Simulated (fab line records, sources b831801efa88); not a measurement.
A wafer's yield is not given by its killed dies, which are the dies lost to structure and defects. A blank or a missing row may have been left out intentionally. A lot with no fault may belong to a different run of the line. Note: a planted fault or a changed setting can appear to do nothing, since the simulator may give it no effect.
The tool behind it: which one?	flow sky130	Sampling: 6 lots, 18 wafers, 3 of 708 route steps

## WHAT THE GAUGES SHOWED, per wafer
SKY_METAL5_THK_MEAS_06: measures by xrf.
lot	measured	on	METAL5_ALCU_THK (nm)
L204	day 42 14:25	film metro-01	1130 1116 1119
L207	day 44 05:16	film metro-04	1090 1093 1087
L210	day 46 22:26	film metro-03	1090 1116 1097
L217	day 47 05:34	film metro-01	1129 1120 1120
L221	day 47 06:59	film metro-04	1122 1121 1117
L226	day 48 00:33	film metro-01	1114 1113 1101

## WHICH TOOL RAN EACH LOT (tool, then ch and the chambers of the sampled wafers, then the start)
lot	SKY_METAL3_SPUTTER_02	SKY_VIA4_CMP_02
L204	pvd sputter-04, day 36 03:41	cmp-01 ch 0,3, day 41 14:04
L207	pvd sputter-04, day 37 20:37	cmp-01 ch 1,2,3, day 43 04:06
L210	pvd sputter-04, day 41 03:19	cmp-01 ch 1,2,3, day 46 00:37
L217	pvd sputter-04, day 41 10:09	cmp-01 ch 0,1,3, day 46 07:10
L221	pvd sputter-03, day 41 12:28	cmp-02 ch 1,2,3, day 46 08:58
L226	pvd sputter-03, day 42 08:59	cmp-01 ch 0,1, day 47 03:23
- SKY_METAL3_SPUTTER_02: material AlCu, target thk 735 nm, time 39.1 s.
- SKY_VIA4_CMP_02: polishes SiO2.

## THE ANSWER, worked out from the rows above alone
Rule: what is usual is taken from the lots themselves. The widest of any qualifying gaps counts: lots, ordered by their means at a reading, are off when they make up no more than a third of the lots, leave a main group of 4 or more, and stand apart from it by 3 or more times the standard deviation of that group's means. A main group is skipped when, at the precision printed for the reading in the tables above, its means are all equal. Also off: a lot with no number at a reading for which 4 or more lots have one. All remaining lots with rows at the step are treated as sound.
Across all readings shown, no lot is off: no conclusion can be drawn from this.

## WHAT THE SIMULATOR HAD INSERTED
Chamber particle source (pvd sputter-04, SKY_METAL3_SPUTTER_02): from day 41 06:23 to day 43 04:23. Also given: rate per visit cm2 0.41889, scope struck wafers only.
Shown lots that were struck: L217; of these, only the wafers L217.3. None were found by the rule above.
